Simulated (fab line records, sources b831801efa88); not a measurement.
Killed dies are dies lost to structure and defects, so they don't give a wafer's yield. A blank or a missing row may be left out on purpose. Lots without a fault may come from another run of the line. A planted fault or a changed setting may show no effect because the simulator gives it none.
Chamber matching | flow sky130 | SKY_VIA3_CMP_02 on cmp-01: 4 sister chambers
The step polishes SiO2. 14 wafers are shown with their chamber, then 7 later ones without.

WAFERS WITH THEIR CHAMBER
wafer  | chamber | motor_current_A (A) | slurry_flow_ml_min
L631.2 | 2       | 13.1                | 150.3
L631.5 | 1       | 12.4                | 150.9
L631.6 | 2       | 13.2                | 150.3
L635.3 | 2       | 13.3                | 149.7
L635.4 | 3       | 13.9                | 149.8
L635.5 | 1       | 11.5                | 149.3
L636.1 | 0       | 10.8                | 149.5
L636.2 | 3       | 14.6                | 149.0
L636.5 | 3       | 15.5                | 150.0
L637.2 | 0       | 10.5                | 149.3
L637.3 | 2       | 13.5                | 149.6
L637.6 | 1       | 11.8                | 151.1
L641.2 | 3       | 14.4                | 150.2
L641.3 | 2       | 13.6                | 150.1

SIGNATURES (means of the wafers above)
reading            | chamber 0 | chamber 1 | chamber 2 | chamber 3 | scatter within a chamber
motor_current_A    | 10.650    | 11.900    | 13.340    | 14.600    | 0.445
slurry_flow_ml_min | 149.400   | 150.433   | 150.000   | 149.750   | 0.569
Rule: a wafer's distance from a chamber is the root of the sum, over the readings, of the square of ((its reading less the chamber's mean) divided by the reading's scatter). The wafer belongs to the nearest chamber; if the next one is less than 2 further off, it can't be placed. The scatter: the root of (the sum of the squares of (reading less its chamber's mean) over the shown wafers, divided by (wafers less chambers)).

WAFERS WITHOUT THEIR CHAMBER
wafer  | motor_current_A (A) | slurry_flow_ml_min
L641.6 | 14.5                | 150.4
L650.2 | 10.8                | 150.2
L650.5 | 12.4                | 150.5
L650.6 | 11.7                | 149.9
L651.2 | 14.4                | 150.1
L651.3 | 12.7                | 150.7
L651.6 | 13.9                | 150.1

WHICH CHAMBER EACH WENT THROUGH
wafer  | from the rows above     | in truth
L641.6 | can't be placed: 3 or 2 | 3
L650.2 | can't be placed: 0 or 1 | 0
L650.5 | can't be placed: 1 or 2 | 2
L650.6 | can't be placed: 1 or 0 | 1
L651.2 | can't be placed: 3 or 2 | 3
L651.3 | can't be placed: 1 or 2 | 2
L651.6 | can't be placed: 2 or 3 | 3
Placed correctly: 0 of 7. Can't be placed from these rows: 7 (the true chamber is among the candidates in 7). Placed wrongly: 0.
